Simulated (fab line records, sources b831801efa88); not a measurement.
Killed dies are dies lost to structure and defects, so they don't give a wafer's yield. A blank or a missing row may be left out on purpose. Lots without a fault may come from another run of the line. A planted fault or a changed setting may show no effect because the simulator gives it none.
One fault seen from 2 desks | flow sky130 | each desk has only its own numbers; what lay behind them comes last

THE TOOL OWNER'S DESK: implanter-04
The tool's own readings at SKY_GATE_OXIDE_IMPLANT_11: means of the sampled wafers that have a number, for each lot that ran on this tool. A lot is out of limits, marked OUT, if its mean lies more than 4 standard deviations from the usual mean; the brackets give that distance.
Columns: A = dose_ions_cm2 at SKY_GATE_OXIDE_IMPLANT_11, usual 2.6e+12; B = faraday_current_uA at SKY_GATE_OXIDE_IMPLANT_11, usual 14.68
lot  | first seen here | A                         | B
L118 | day 13 21:40    | 2.6e+12                   | 14.47
L119 | day 14 08:03    | 2.6e+12                   | 14.77
L129 | day 17 22:35    | 3.4e+12 (+99 or more) OUT | 19.23 (+16) OUT
L130 | day 18 06:30    | 3.4e+12 (+99 or more) OUT | 18.79 (+14) OUT
This desk's finding: out of limits on L129, L130; first on L129, day 17 22:35 (dose_ions_cm2 at SKY_GATE_OXIDE_IMPLANT_11). In limits: L118, L119.

THE METROLOGY DESK
What the gauges read, lot by lot, whatever tool the lot ran on: means of the sampled wafers that have a number. A lot is out of limits, marked OUT, if its mean lies more than 4 standard deviations from the usual mean; the brackets give that distance.
Columns: A = PWDE_RS at SKY_NWELL_RS_MEAS_31, usual 5281 ohm/sq; B = GATE_OXIDE_TW at SKY_GATE_OXIDE_TW_MEAS_14, usual 225.5; C = POLY_GATE_TW at SKY_RES_PROTECT_TW_MEAS_08, usual 4025
lot  | first seen here | A    | B                | C
L118 | day 5 13:44     | 5276 | 227.8            | 4035
L119 | day 5 17:02     | 5258 | 227.8            | 3996
L122 | day 6 21:13     | 5266 | 227.6            | 4054
L129 | day 8 09:44     | 5301 | 246.0 (+8.5) OUT | 4047
L130 | day 8 14:41     | 5275 | 240.8 (+6.4) OUT | 4017
L131 | day 8 19:15     | 5287 | 222.7            | 4026
L133 | day 9 06:16     | 5253 | 223.1            | 4032
L134 | day 9 11:49     | 5285 | 223.8            | 4005
L137 | day 10 07:49    | 5275 | 224.2            | 4062
L138 | day 10 23:39    | 5270 | 224.7            | 4018
L139 | day 11 03:04    | 5290 | 228.8            | 4027
L140 | day 11 03:58    | 5281 | 229.6            | 4030
This desk's finding: out of limits on L129, L130; first on L129, day 17 22:56 (GATE_OXIDE_TW at SKY_GATE_OXIDE_TW_MEAS_14). In limits: L118, L119, L122, L131, L133, L134, L137, L138, L139, L140.

PUT TOGETHER
The tool owner's desk could have raised an alarm at day 17 22:35, on L129, L130.
The metrology desk could have raised an alarm at day 17 22:56, on L129, L130.
Of the lots named, all ran SKY_GATE_OXIDE_IMPLANT_11 on implanter-04.

WHAT THE SIMULATOR HAD PUT IN
Process parameter drift: implanter-04, from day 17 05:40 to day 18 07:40, at SKY_GATE_OXIDE_IMPLANT_11. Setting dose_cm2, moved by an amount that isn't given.
Lots struck among those shown: L129, L130.
Hours from the fault's start to each desk's first reading out of limits: the tool owner's desk, 17; the metrology desk, 17.
